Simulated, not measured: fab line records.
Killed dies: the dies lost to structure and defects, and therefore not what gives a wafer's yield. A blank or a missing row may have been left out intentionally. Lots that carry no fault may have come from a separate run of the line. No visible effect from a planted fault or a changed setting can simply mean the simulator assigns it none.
Problem report in the 8D (eight disciplines) form, filled by code | flow sky130 | the parts of the form that need people (team, actions taken, sign-off) are left out

== 1. THE ISSUE ==
At SKY_VIA1_ETCH_15, oes_product_au averages 0.772 a.u. over 3 wafers from 2 lots, while fault-free wafers read 0.982 a.u., standard deviation 0.0055. Relative to the usual mean, that is a shift of -38 standard deviations.
The step: etches SiO2 in C4F8/O2/Ar, stops on TiN, target depth 351 nm, time 54 s.
The first sign was on wafer L850.1 at day 40 01:25, on rie_diel-04. At this step, 42 wafers from 14 lots have a number in the record. The rule behind "out" and "out of limits": a value lying over 4 standard deviations away from the usual mean. The rest of the wafers with a number are treated as sound.

== 2. WHAT IT IS, WHAT IT ISN'T ==
question                    | is                     | is not
which readings at this step | oes_product_au         | -
which lots                  | L850, L854             | L831, L833, L834, L835, L837, L838, L840, L841, L844, L845, L849, L852
which wafers of those lots  | L850.1, L854.2, L854.3 | L850.4, L850.5, L854.5
read on which tools         | rie_diel-04            | rie_diel-01, rie_diel-02
when                        | from day 40 01:25      | up to then (35 sound wafers); but 4 sound wafers of L852, L854 came after

== 3. WHAT RULES OUT EACH SUSPECT ==
Counting: a tool at a process step up to the reading stays a suspect if it ran every lot that is out. Sound lots after the first of them don't rule it out here, since some wafers of a struck lot are sound.
- rie_diel-04 at SKY_VIA1_ETCH_15 (etches SiO2 in C4F8/O2/Ar, stops on TiN, target depth 351 nm, time 54 s): kept. Every lot that is out went through it, the first being L850 (day 40 01:25); the last sound lot it ran before that was L844 (day 37 06:55). On those wafers its own readings are out: oes_product_au.
Remaining after the count: rie_diel-04 at SKY_VIA1_ETCH_15.

== 4. THE CAUSE (what the simulator had put in) ==
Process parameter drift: rie_diel-04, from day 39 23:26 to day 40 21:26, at SKY_VIA1_ETCH_15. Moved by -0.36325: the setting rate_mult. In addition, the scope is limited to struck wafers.
Counting left only this tool.

== 5. THE CHAIN OF EFFECTS, in route order ==
Each row: a reading whose mean over the struck wafers that have a number lies more than 3 standard deviations from the usual. Only readings whose record carries a usual standard deviation are examined. hours: median over the lots of the time between each lot's start at the first step of this table that gives one and its start at this step. sigmas: the change, counted in usual standard deviations.
hours | step              | reading                  | usual      | on struck wafers | change | sigmas
0     | SKY_VIA1_ETCH_15  | oes_product_au           | 0.982 a.u. | 0.772            | -0.210 | -38
0     | SKY_VIA1_STRIP_16 | strip_time_to_endpoint_s | 4.445 s    | 4.716            | +0.271 | +14
Here are the process steps it includes:
- SKY_VIA1_ETCH_15: etches SiO2 in C4F8/O2/Ar, stops on TiN, target depth 351 nm, time 54 s.
- SKY_VIA1_STRIP_16: strips in O2/N2.

== 6. HOW IT WOULD HAVE BEEN CAUGHT EARLIER ==
In this record the first reading out of limits was taken at day 40 01:25, 2 hours after the fault began at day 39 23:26.
